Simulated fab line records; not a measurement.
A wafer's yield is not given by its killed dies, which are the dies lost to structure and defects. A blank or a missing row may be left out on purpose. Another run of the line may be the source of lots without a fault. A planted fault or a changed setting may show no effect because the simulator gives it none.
A struck lot beside a sound one || flow sky130 || 35 steps out of a route of 708
Sound: these wafers, L922.1, L922.2, L922.4. The struck wafers were L909.1, L909.2, L909.3. The cause comes at the end.
Per side, at each step with rows, come the tool, then ch with its chambers, and then its first start. Under that, the readings that differ: sound wafers || struck wafers || difference of the means || sigmas: that difference in standard deviations of wafers without a fault.
alike: words and numbers the same on both sides, and readings whose means are apart by under 2 such deviations; not compared: readings that were withheld, readings missing a value for some wafer, numbers with overlapping values and no deviation given by the record, and bounds like >300 which may hide the same value.
The two part at a step that has a row with sigmas, a row that says differs or no value, or rows on one side only. When numbers do not overlap yet have no deviation, they are printed without sigmas and do not part them. A reading missing from all wafers of one side parts the sides only when that side holds two or more wafers.

first, 10 steps without rows for these wafers: SKY_METAL1_SOFTBAKE_11 (time 90 s); SKY_METAL1_EXPOSE_12 (exposes mask MM1, target cd 140 nm); SKY_METAL1_PEB_13; SKY_METAL1_DEVELOP_14 (develop time 60 s); SKY_METAL1_DESCUM_17 (chemistry O2, time 8 s); SKY_METAL1_ETCH_18 (etches BARC in N2/H2, stops on SiO2, time 45.9 s, target depth 60 nm); SKY_METAL1_METAL_ETCH_19 (etches the open film in Cl2/BCl3, stops on SiO2, target depth 360 nm, time 78 s); SKY_METAL1_STRIP_20 (strips in O2/N2); SKY_METAL1_STRIP_21 (strips in post etch residue remover, time 1200 s); SKY_METAL1_CLEAN_22 (cleans in IPA, time 180 s).
SKY_METAL1_CLEAN_23: cleans in O3/DIW.
  sound on wet_bench-02 ch 2, day 38 12:02; struck on wet_bench-02 ch 2, day 33 18:16
then, 23 steps without rows for these wafers: SKY_VIA1_HDPCVD_00 (deposits SiO2, target thk 1030 nm, time 171.7 s); SKY_VIA1_CMP_02 (polishes SiO2); SKY_VIA1_DEHYDRATE_04 (time 60 s); SKY_VIA1_HMDS_05 (prime time 60 s); SKY_VIA1_COAT_06 (resist thk 60 nm); SKY_VIA1_COAT_07 (resist thk 450 nm); SKY_VIA1_SOFTBAKE_08 (time 90 s); SKY_VIA1_EXPOSE_09 (exposes mask VIM, target cd 150 nm); SKY_VIA1_PEB_10; SKY_VIA1_DEVELOP_11 (develop time 60 s); SKY_VIA1_ETCH_14 (etches BARC in N2/H2, stops on SiO2, time 45.9 s, target depth 60 nm); SKY_VIA1_ETCH_15 (etches SiO2 in C4F8/O2/Ar, stops on TiN, target depth 351 nm, time 54 s); SKY_VIA1_STRIP_16 (strips in O2/N2); SKY_VIA1_STRIP_17 (strips in post etch residue remover, time 1200 s); SKY_VIA1_CLEAN_18 (cleans in IPA, time 180 s); SKY_VIA1_CLEAN_19 (cleans in O3/DIW); SKY_VIA1_SPUTTER_20 (material TiN, target thk 20 nm, time 80 s); SKY_VIA1_CVD_21 (deposits W, target thk 270 nm, time 80.902 s); SKY_VIA1_CMP_24 (polishes, stops on SiO2, t overpolish 15 s, target thk 0 nm); SKY_METAL2_SPUTTER_00 (material Ti, target thk 15 nm, time 10 s); SKY_METAL2_SPUTTER_01 (material TiN, target thk 20 nm, time 16.7 s); SKY_METAL2_SPUTTER_02 (material AlCu, target thk 250 nm, time 13.3 s); SKY_METAL2_SPUTTER_03 (material Ti, target thk 5 nm, time 3.3 s).
-- the record jumps here: 13 days lie between the struck wafers' starts before and after (it left off in module METAL2 and takes up again in module PAD_OPEN, whose first step shown is number 708 of the route) --
SKY_PAD_OPEN_PROBE_99:
  sound on prober-02 at day 49 23:05; struck on prober-01 at day 46 15:53
{"reading": "killed_at_M0_to_M3", "sound": "51 40 52", "struck": "68 64 63", "difference": "+17", "sigmas": "+3"}
{"reading": "sort_bin_3_pad_short (%)", "sound": "0.8 0.6 0.6", "struck": "1.6 2.0 2.0", "difference": "+1.2", "sigmas": "+3"}
{"reading": "model.etest.tester.sort_bin_3_pct (%)", "sound": "0.813 0.6098 0.6098", "struck": "1.626 2.033 2.033", "difference": "+1.220", "sigmas": ""}
  alike: defect_limited_yield, killed_at_M4_up, killed_at_contacts, killed_at_front_end, killed_at_other, killed_dies, killed_open, killed_short, sort_bin_5_function, sort_bin_6_memory, sort_n_pass, sort_yield_pct
  not compared: model.etest.tester.sort_n_pass, model.etest.tester.sort_yield_pct, model.etest.tester.sort_bin_5_pct

WHERE THEY PART
SKY_PAD_OPEN_PROBE_99 only, going by this record.

WHY: what the simulator had put in
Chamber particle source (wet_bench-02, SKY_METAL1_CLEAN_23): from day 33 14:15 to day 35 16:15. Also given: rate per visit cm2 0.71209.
